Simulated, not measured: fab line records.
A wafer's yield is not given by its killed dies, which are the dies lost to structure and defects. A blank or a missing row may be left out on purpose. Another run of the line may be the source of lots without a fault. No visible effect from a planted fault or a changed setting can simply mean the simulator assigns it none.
The tool behind it: which one? / flow gf180mcu / 39 wafers from 13 lots sampled at 4 of the route's 602 steps

== WHAT EACH GAUGE READ, for each wafer ==
GF_V5_THK_MEAS_03.
lot=L982; measured=day 26 20:42; on=film-metro-01; V5_CVD_02_THK (nm)=1399 1413 1420
lot=L983; measured=day 27 12:07; on=film-metro-01; V5_CVD_02_THK (nm)=1431 1448 1461
lot=L984; measured=day 27 18:01; on=film-metro-03; V5_CVD_02_THK (nm)=1460 1446 1467
lot=L985; measured=day 28 03:23; on=film-metro-03; V5_CVD_02_THK (nm)=1436 1460 1478
lot=L986; measured=day 28 04:41; on=film-metro-03; V5_CVD_02_THK (nm)=1450 1467 1478
lot=L987; measured=day 28 15:57; on=film-metro-03; V5_CVD_02_THK (nm)=1421 1424 1443
lot=L988; measured=day 28 18:47; on=film-metro-04; V5_CVD_02_THK (nm)=1460 1445 1463
lot=L990; measured=day 29 15:04; on=film-metro-04; V5_CVD_02_THK (nm)=1432 1478 1460
lot=L991; measured=day 30 02:18; on=film-metro-01; V5_CVD_02_THK (nm)=1466 1470 1460
lot=L992; measured=day 30 03:15; on=film-metro-03; V5_CVD_02_THK (nm)=1445 1453 1436
lot=L993; measured=day 30 08:37; on=film-metro-03; V5_CVD_02_THK (nm)=1427 1449 1473
lot=L100; measured=day 32 04:08; on=film-metro-04; V5_CVD_02_THK (nm)=1454 1473 1441
lot=L103; measured=day 32 20:09; on=film-metro-03; V5_CVD_02_THK (nm)=1413 1433 1452

GF_V5_RS_MEAS_24: a four-point-probe measurement.
lot=L982; measured=day 27 18:38; on=film-metro-03; V5_W_RS (ohm/sq)=0.332 0.330 0.329
lot=L983; measured=day 28 10:10; on=film-metro-03; V5_W_RS (ohm/sq)=0.323 0.332 0.322
lot=L984; measured=day 28 14:37; on=film-metro-01; V5_W_RS (ohm/sq)=0.326 0.336 0.324
lot=L985; measured=day 28 23:15; on=film-metro-01; V5_W_RS (ohm/sq)=0.330 0.327 0.323
lot=L986; measured=day 29 01:14; on=film-metro-01; V5_W_RS (ohm/sq)=0.322 0.329 0.320
lot=L987; measured=day 29 12:43; on=film-metro-04; V5_W_RS (ohm/sq)=0.336 0.332 0.327
lot=L988; measured=day 29 15:17; on=film-metro-04; V5_W_RS (ohm/sq)=0.332 0.332 0.327
lot=L990; measured=day 30 10:44; on=film-metro-01; V5_W_RS (ohm/sq)=0.330 0.339 0.332
lot=L991; measured=day 30 22:01; on=film-metro-04; V5_W_RS (ohm/sq)=0.329 0.339 0.326
lot=L992; measured=day 30 22:23; on=film-metro-01; V5_W_RS (ohm/sq)=0.328 0.319 0.322
lot=L993; measured=day 31 04:07; on=film-metro-03; V5_W_RS (ohm/sq)=0.326 0.324 0.333
lot=L100; measured=day 32 22:08; on=film-metro-01; V5_W_RS (ohm/sq)=0.333 0.322 0.324
lot=L103; measured=day 33 13:23; on=film-metro-03; V5_W_RS (ohm/sq)=0.332 0.327 0.334

GF_PASSIVATION_BOW_MEAS_14.
lot=L982; measured=day 29 14:43; on=film-metro-01; PASSIVATION_BOW (um)=131 140 130
lot=L983; measured=day 30 03:11; on=film-metro-04; PASSIVATION_BOW (um)=138 144 135
lot=L984; measured=day 30 08:38; on=film-metro-01; PASSIVATION_BOW (um)=152 150 151
lot=L985; measured=day 30 16:21; on=film-metro-01; PASSIVATION_BOW (um)=141 146 139
lot=L986; measured=day 30 18:16; on=film-metro-04; PASSIVATION_BOW (um)=138 138 146
lot=L987; measured=day 31 05:22; on=film-metro-01; PASSIVATION_BOW (um)=126 121 128
lot=L988; measured=day 31 07:52; on=film-metro-02; PASSIVATION_BOW (um)=130 123 120
lot=L990; measured=day 32 01:46; on=film-metro-01; PASSIVATION_BOW (um)=152 142 142
lot=L991; measured=day 32 10:49; on=film-metro-02; PASSIVATION_BOW (um)=143 139 145
lot=L992; measured=day 32 11:24; on=film-metro-02; PASSIVATION_BOW (um)=133 131 139
lot=L993; measured=day 32 17:30; on=film-metro-02; PASSIVATION_BOW (um)=123 132 124
lot=L100; measured=day 34 08:09; on=film-metro-02; PASSIVATION_BOW (um)=123 130 126
lot=L103; measured=day 34 22:49; on=film-metro-04; PASSIVATION_BOW (um)=130 143 138

== WHAT TOOL EACH LOT RAN ON (gives the tool, then ch and the chambers of the sampled wafers, and finally the start) ==
lot=L982; GF_V2_CVD_23=cvd-w-01 ch 0,1, day 21 01:08
lot=L983; GF_V2_CVD_23=cvd-w-01 ch 0,1, day 21 17:19
lot=L984; GF_V2_CVD_23=cvd-w-02 ch 0,1, day 21 23:19
lot=L985; GF_V2_CVD_23=cvd-w-01 ch 0, day 22 10:02
lot=L986; GF_V2_CVD_23=cvd-w-02 ch 0,1, day 22 15:48
lot=L987; GF_V2_CVD_23=cvd-w-02 ch 0,1, day 22 23:55
lot=L988; GF_V2_CVD_23=cvd-w-02 ch 0, day 23 05:39
lot=L990; GF_V2_CVD_23=cvd-w-01 ch 1, day 24 02:19
lot=L991; GF_V2_CVD_23=cvd-w-02 ch 0,1, day 24 17:02
lot=L992; GF_V2_CVD_23=cvd-w-01 ch 0,1, day 24 17:41
lot=L993; GF_V2_CVD_23=cvd-w-01 ch 0,1, day 25 00:52
lot=L100; GF_V2_CVD_23=cvd-w-01 ch 0,1, day 27 04:34
lot=L103; GF_V2_CVD_23=cvd-w-02 ch 0,1, day 27 23:22
- GF_V2_CVD_23: deposits W, target thk 350 nm, time 104.94 s.

== AS READ BY THE TOOLS THEMSELVES (means over the sampled wafers that have a number; for cases with no such wafer, the mark the record gives instead) ==
GF_V2_CVD_23.
lot=L982; tool=cvd-w-01; chamber-pressure-Torr (Torr)=40.03; heater-power-w (W)=891
lot=L983; tool=cvd-w-01; chamber-pressure-Torr (Torr)=40.00; heater-power-w (W)=900
lot=L984; tool=cvd-w-02; chamber-pressure-Torr (Torr)=39.88; heater-power-w (W)=858
lot=L985; tool=cvd-w-01; chamber-pressure-Torr (Torr)=40.07; heater-power-w (W)=813
lot=L986; tool=cvd-w-02; chamber-pressure-Torr (Torr)=40.05; heater-power-w (W)=866
lot=L987; tool=cvd-w-02; chamber-pressure-Torr (Torr)=39.94; heater-power-w (W)=837
lot=L988; tool=cvd-w-02; chamber-pressure-Torr (Torr)=40.09; heater-power-w (W)=867
lot=L990; tool=cvd-w-01; chamber-pressure-Torr (Torr)=39.96; heater-power-w (W)=948
lot=L991; tool=cvd-w-02; chamber-pressure-Torr (Torr)=40.00; heater-power-w (W)=859
lot=L992; tool=cvd-w-01; chamber-pressure-Torr (Torr)=40.03; heater-power-w (W)=905
lot=L993; tool=cvd-w-01; chamber-pressure-Torr (Torr)=39.92; heater-power-w (W)=912
lot=L100; tool=cvd-w-01; chamber-pressure-Torr (Torr)=39.96; heater-power-w (W)=872
lot=L103; tool=cvd-w-02; chamber-pressure-Torr (Torr)=40.04; heater-power-w (W)=850

== THE ANSWER, worked out from the rows above alone ==
Rule: the usual values come from the lots themselves. The widest of any qualifying gaps counts: lots, ordered by their means at a reading, are off when they make up no more than a third of the lots, leave a main group of 4 or more, and stand apart from it by 3 or more times the standard deviation of that group's means. A main group is skipped when, at the precision printed for the reading in the tables above, its means are all equal. Also off: a lot with no number at a reading for which 4 or more lots have one. Any other lot the step has rows for is counted as sound. The gauges are gone through in route order, then the tools' own readings, and for those a lot's mean is taken as printed above. The first step at which some lot is off is used, and at that step the reading that is off furthest; a lot without a number counts as furthest.
Across all readings shown, no lot is off: no conclusion can be drawn from this.

== WHAT THE SIMULATOR HAD PUT IN ==
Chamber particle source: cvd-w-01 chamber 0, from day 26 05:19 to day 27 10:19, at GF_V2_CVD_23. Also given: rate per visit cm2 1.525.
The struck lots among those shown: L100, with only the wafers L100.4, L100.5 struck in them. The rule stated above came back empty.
